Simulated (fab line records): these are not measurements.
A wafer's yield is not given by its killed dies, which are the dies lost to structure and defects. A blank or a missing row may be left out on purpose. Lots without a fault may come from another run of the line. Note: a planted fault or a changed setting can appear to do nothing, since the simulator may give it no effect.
Which tool is to blame?    flow sfq line    14 lots, 42 wafers sampled, at 4 steps of a route of 325

== WHAT THE GAUGES READ, wafer by wafer ==
SFQ_JJ_RS_MEAS_929: the measuring method here is four-point-probe.
lot   measured      on             JJ_NB_RS (ohm/sq)
L982  day 44 00:54  film metro-02  1.053 1.053 1.033
L983  day 49 13:44  film metro-02  1.060 1.056 1.065
L984  day 49 21:05  film metro-02  1.033 1.039 1.038
L985  day 49 18:29  film metro-01  1.038 1.043 1.043
L986  day 49 22:08  film metro-03  1.038 1.053 1.037
L987  day 50 05:19  film metro-02  1.033 1.041 1.051
L988  day 54 13:19  film metro-02  1.038 1.038 1.042
L989  day 55 01:19  film metro-01  1.035 1.046 1.061
L990  day 55 07:20  film metro-01  1.016 1.036 1.033
L991  day 55 10:55  film metro-03  1.035 1.033 1.044
L992  day 55 14:31  film metro-02  1.059 1.049 1.062
L993  day 55 19:19  film metro-01  1.065 1.070 1.056
L994  day 56 03:54  film metro-02  1.050 1.061 1.059
L995  day 56 14:32  film metro-03  1.045 1.035 1.049

SFQ_C5_OVL_MEAS_937.
lot   measured      on          C5_OVL (nm)
L982  day 55 14:33  overlay-01  -5 -1 -7
L983  day 55 19:21  overlay-01  -1 -5 -3
L984  day 56 21:43  overlay-02  -1 3 4
L985  day 55 23:41  overlay-02  -21 -12 -14
L986  day 57 00:07  overlay-02  -6 1 -3
L987  day 57 02:31  overlay-02  -1 -1 2
L988  day 58 10:10  overlay-01  4 0 4
L989  day 60 07:49  overlay-02  1 2 -5
L990  day 62 13:52  overlay-01  8 -3 -1
L991  day 62 15:04  overlay-01  5 2 9
L992  day 62 17:28  overlay-01  -10 -6 -7
L993  day 62 21:11  overlay-01  -3 0 -1
L994  day 64 05:58  overlay-01  -6 -9 -10
L995  day 67 04:25  overlay-01  -4 -3 -1

SFQ_M8_OVL_MEAS_948.
lot   measured      on          M8_OVL (nm)
L982  day 73 08:04  overlay-02  3 3 -1
L983  day 73 20:19  overlay-02  6 1 7
L984  day 74 06:31  overlay-02  1 10 14
L985  day 74 01:05  overlay-02  4 3 -1
L986  day 77 17:30  overlay-02  4 6 -4
L987  day 77 22:18  overlay-02  -4 -3 4
L988  day 77 23:29  overlay-01  -6 -14 -7
L989  day 78 01:53  overlay-02  7 7 6
L990  day 79 00:19  overlay-01  -3 -4 0
L991  day 79 02:43  overlay-02  11 13 9
L992  day 79 05:07  overlay-02  -2 1 0
L993  day 79 07:31  overlay-02  3 -2 -3
L994  day 79 18:19  overlay-01  1 2 1
L995  day 80 02:43  overlay-02  5 2 5

== TOOL THAT RAN EACH LOT (tool first, then ch and the chambers of the sampled wafers, then the start) ==
lot   SFQ_TRILAYER_I3_VIA_BARC_OPEN_VIA_ETCH_121
L982  rie diel-01 ch 0,1,3, day 37 10:46
L983  rie diel-02 ch 0,3, day 43 11:55
L984  rie diel-02 ch 0,3, day 43 14:19
L985  rie diel-03 ch 1,2, day 43 16:43
L986  rie diel-01 ch 1,2,3, day 44 01:07
L987  rie diel-03 ch 0,3, day 44 09:31
L988  rie diel-02 ch 1,2, day 45 01:07
L989  rie diel-03 ch 0,2,3, day 45 19:19
L990  rie diel-01 ch 0,1,3, day 46 09:16
L991  rie diel-02 ch 0,2,3, day 46 11:40
L992  rie diel-03 ch 2,3, day 46 14:04
L993  rie diel-01 ch 0,2,3, day 46 18:52
L994  rie diel-03 ch 0,1,2, day 46 22:28
L995  rie diel-01 ch 0,1,3, day 47 08:04
- SFQ_TRILAYER_I3_VIA_BARC_OPEN_VIA_ETCH_121: etches BARC in O2, target depth 125 nm, time 41.7 s.

== AS READ BY THE TOOLS THEMSELVES (means over the sampled wafers that have a number; for cases with no such wafer, the mark the record gives instead) ==
SFQ_TRILAYER_I3_VIA_BARC_OPEN_VIA_ETCH_121.
lot   tool         drypump motor current A (A)  oes product au (a.u.)  run length s (s)
L982  rie diel-01  5.2                          0.682                  69.9
L983  rie diel-02  5.7                          0.681                  70.3
L984  rie diel-02  5.6                          0.693                  70.3
L985  rie diel-03  5.9                          0.689                  69.6
L986  rie diel-01  5.4                          0.680                  69.9
L987  rie diel-03  5.6                          0.681                  70.2
L988  rie diel-02  6.1                          0.689                  70.3
L989  rie diel-03  5.7                          0.692                  70.0
L990  rie diel-01  5.2                          0.683                  69.8
L991  rie diel-02  5.6                          0.682                  70.0
L992  rie diel-03  5.9                          0.809                  59.8
L993  rie diel-01  5.0                          0.819                  60.9
L994  rie diel-03  5.8                          0.820                  60.6
L995  rie diel-01  5.2                          0.816                  60.7

== THE ANSWER, worked out from the rows above alone ==
Rule: the usual values come from the lots themselves. Put in order of their means at a reading, lots are off if they are a third of the lots or fewer, leave a main group of 4 or more, and stand apart from it by a gap of 3 or more times the standard deviation of the main group's means; of several such gaps the widest counts. A main group whose means are all the same, to the digits that the tables above print for the reading, isn't used. Also off: a lot with no number at a reading for which 4 or more lots have one. Where the step has rows for the other lots, those lots are counted as sound. The gauges are gone through in route order, then the tools' own readings, and for those a lot's mean is taken as printed above. The first step at which some lot is off is used, and at that step the reading that is off furthest; a lot without a number counts as furthest.
Off, at SFQ_TRILAYER_I3_VIA_BARC_OPEN_VIA_ETCH_121 on run length s: L992, L993, L994, L995. The main group: mean 70.0 s, standard deviation 0.23.
A tool fits if, at that step or a process step before it, it ran every lot that is off, and no sound lot after the first of them. Of those tried, none fits.

== WHAT WAS PUT IN BY THE SIMULATOR ==
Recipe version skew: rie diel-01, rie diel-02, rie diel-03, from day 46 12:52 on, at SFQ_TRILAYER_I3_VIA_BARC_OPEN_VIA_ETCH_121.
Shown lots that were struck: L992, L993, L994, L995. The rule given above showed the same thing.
